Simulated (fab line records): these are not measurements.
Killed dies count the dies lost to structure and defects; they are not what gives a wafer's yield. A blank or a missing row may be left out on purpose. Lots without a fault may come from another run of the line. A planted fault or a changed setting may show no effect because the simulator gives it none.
Comparing a struck lot with a sound one -- flow sky130 -- 15 out of 708 route steps
Sound: these wafers, L916.2, L916.4, L916.6. Struck: wafers L927.1, L927.2, L927.5. The cause is named last.
Each step with rows lists, per side, the tool, then ch with its chambers, then its first start. Under that, the readings that differ: sound wafers -- struck wafers -- difference of the means -- sigmas: that difference in standard deviations of wafers without a fault.
alike: readings with means less than 2 such deviations apart, plus words and numbers identical on both sides. not compared: withheld readings, readings lacking a value on some wafer, bounds such as >300 that could conceal the same value, and numbers that have no deviation in the record and whose values overlap.
A row with sigmas, a row that says differs or no value, or rows on one side alone: a step with any of these is where the two part. When numbers do not overlap yet have no deviation, they are printed without sigmas and do not part them. A reading that every wafer of one side lacks parts them only if that side has two wafers or more.

first, 4 steps without rows for these wafers: SKY_LDD_LDN_SOFTBAKE_03 (time 60 s); SKY_LDD_LDN_EXPOSE_04 (exposes mask LDNTM, target cd 700 nm); SKY_LDD_LDN_PEB_05; SKY_LDD_LDN_DEVELOP_06 (develop time 60 s).
SKY_LDD_LDN_OVL_MEAS_07:
  sound on overlay-02 at day 27 01:38; struck on overlay-02 at day 30 04:58
  alike: LDD_LDN_OVL
then, 4 steps without rows for these wafers: SKY_LDD_LDN_IMPLANT_08; SKY_LDD_LDN_IMPLANT_09; SKY_LDD_LDN_IMPLANT_10; SKY_LDD_LDN_IMPLANT_11.
SKY_LDD_LDN_STRIP_12: strips in O2/N2.
  sound on plasma-asher-03 ch 0, day 27 02:16; struck on plasma-asher-03 ch 0,1, day 30 05:37
  alike: drypump-motor-current-A, oes-product-au, strip-time-to-endpoint-s
  not compared: rf-hours-counter-h
SKY_LDD_LDN_TW_MEAS_13:
  sound on film-metro-04 at day 27 02:22; struck on film-metro-04 at day 30 05:43
  alike: LDD_LDN_TW
then, 1 step without rows for these wafers: SKY_LDD_LDN_CLEAN_14 (cleans in SC1/SC2, time 150 s).
SKY_SPACER_CVD_00: deposits Si3N4 from DCS/NH3, target thk 43.1 nm, time 740 s.
  sound on lpcvd-02 ch 1, day 27 02:28; struck on lpcvd-02 ch 0, day 30 05:49
reading,sound,struck,difference,sigmas
spike-tc-bottom-C (C),790.7 791.8 790.4,827.5 828.5 828.8,+37.3,+37
spike-tc-centre-C (C),769.1 771.0 771.5,809.5 811.9 813.1,+41.0,+34
spike-tc-lower-C (C),767.6 768.6 768.6,810.1 810.8 812.0,+42.7,+20
spike-tc-top-C (C),782.5 781.0 780.3,822.3 820.7 821.8,+40.3,+20
spike-tc-upper-C (C),770.7 769.8 771.0,809.2 807.8 807.9,+37.8,+38
susceptor-temp-C (C),769.9 770.1 770.1,808.1 808.2 808.3,+38.2,+99 or more
zone-power-bottom-pct (%),20.48 20.37 20.52,22.55 22.41 22.24,+1.94,+9
zone-power-centre-pct (%),13.25 13.23 13.16,14.09 14.28 14.20,+0.98,+4
zone-power-lower-pct (%),13.68 13.48 13.59,14.74 14.64 14.66,+1.10,+7
zone-power-top-pct (%),23.5 23.7 23.4,26.5 26.5 26.6,+3.0,+5
model.Si3N4_of_SPACER_CVD_00.thk-nm (nm),42.46 42.45 42.9,75.26 74.93 75.13,+32.50,
SKY_SPACER_THK_MEAS_01:
  sound on film-metro-04 at day 27 03:41; struck on film-metro-02 at day 30 07:16
reading,sound,struck,difference,sigmas
SPACER_CVD_00_THK (nm),42.4 42.5 42.9,75.3 74.9 75.2,+32.5,+69
  not compared: hold
SKY_PAD_OPEN_PROBE_99:
  the record has rows for the sound wafers here (prober-02, day 48 15:11) and none for the struck ones

## WHERE THEY PART
Last at SKY_PAD_OPEN_PROBE_99 as far as this record goes, first at SKY_SPACER_CVD_00.

WHY: what the simulator had put in
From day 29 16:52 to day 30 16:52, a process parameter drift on lpcvd-02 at SKY_SPACER_CVD_00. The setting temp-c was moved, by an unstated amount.
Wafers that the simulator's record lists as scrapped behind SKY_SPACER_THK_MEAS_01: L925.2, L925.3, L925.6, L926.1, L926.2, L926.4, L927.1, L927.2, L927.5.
